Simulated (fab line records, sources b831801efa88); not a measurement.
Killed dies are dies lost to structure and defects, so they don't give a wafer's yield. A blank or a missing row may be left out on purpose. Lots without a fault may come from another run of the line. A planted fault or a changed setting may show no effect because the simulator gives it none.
Chamber matching | flow gf180mcu | GF_PASSIVATION_CVD_00 on pecvd-01: 3 sister chambers
The step deposits SiO2 from TEOS, target thk 1000 nm, time 111.95 s. 14 wafers are shown with their chamber, then 7 later ones without.

WAFERS WITH THEIR CHAMBER
wafer  | chamber | heater_power_w (W)
L100.4 | 0       | 632
L100.5 | 1       | 640
L100.6 | 2       | 572
L103.1 | 2       | 617
L103.2 | 0       | 677
L103.6 | 2       | 694
L105.2 | 1       | 649
L105.4 | 1       | 696
L105.6 | 2       | 567
L111.3 | 1       | 586
L111.5 | 0       | 648
L111.6 | 2       | 721
L113.1 | 2       | 690
L113.2 | 0       | 575

SIGNATURES (means of the wafers above)
reading        | chamber 0 | chamber 1 | chamber 2 | scatter within a chamber
heater_power_w | 633.00    | 642.75    | 643.50    | 55.6
Rule: a wafer's distance from a chamber is the root of the sum, over the readings, of the square of ((its reading less the chamber's mean) divided by the reading's scatter). The wafer belongs to the nearest chamber; if the next one is less than 2 further off, it can't be placed. The scatter: the root of (the sum of the squares of (reading less its chamber's mean) over the shown wafers, divided by (wafers less chambers)).

WAFERS WITHOUT THEIR CHAMBER
wafer  | heater_power_w (W)
L113.4 | 696
L120.1 | 648
L120.2 | 705
L120.6 | 705
L121.1 | 528
L121.2 | 688
L121.3 | 571

WHICH CHAMBER EACH WENT THROUGH
wafer  | from the rows above          | in truth
L113.4 | can't be placed: 2 or 1 or 0 | 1
L120.1 | can't be placed: 2 or 1 or 0 | 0
L120.2 | can't be placed: 2 or 1 or 0 | 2
L120.6 | can't be placed: 2 or 1 or 0 | 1
L121.1 | can't be placed: 0 or 1 or 2 | 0
L121.2 | can't be placed: 2 or 1 or 0 | 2
L121.3 | can't be placed: 0 or 1 or 2 | 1
Placed correctly: 0 of 7. Can't be placed from these rows: 7 (the true chamber is among the candidates in 7). Placed wrongly: 0.
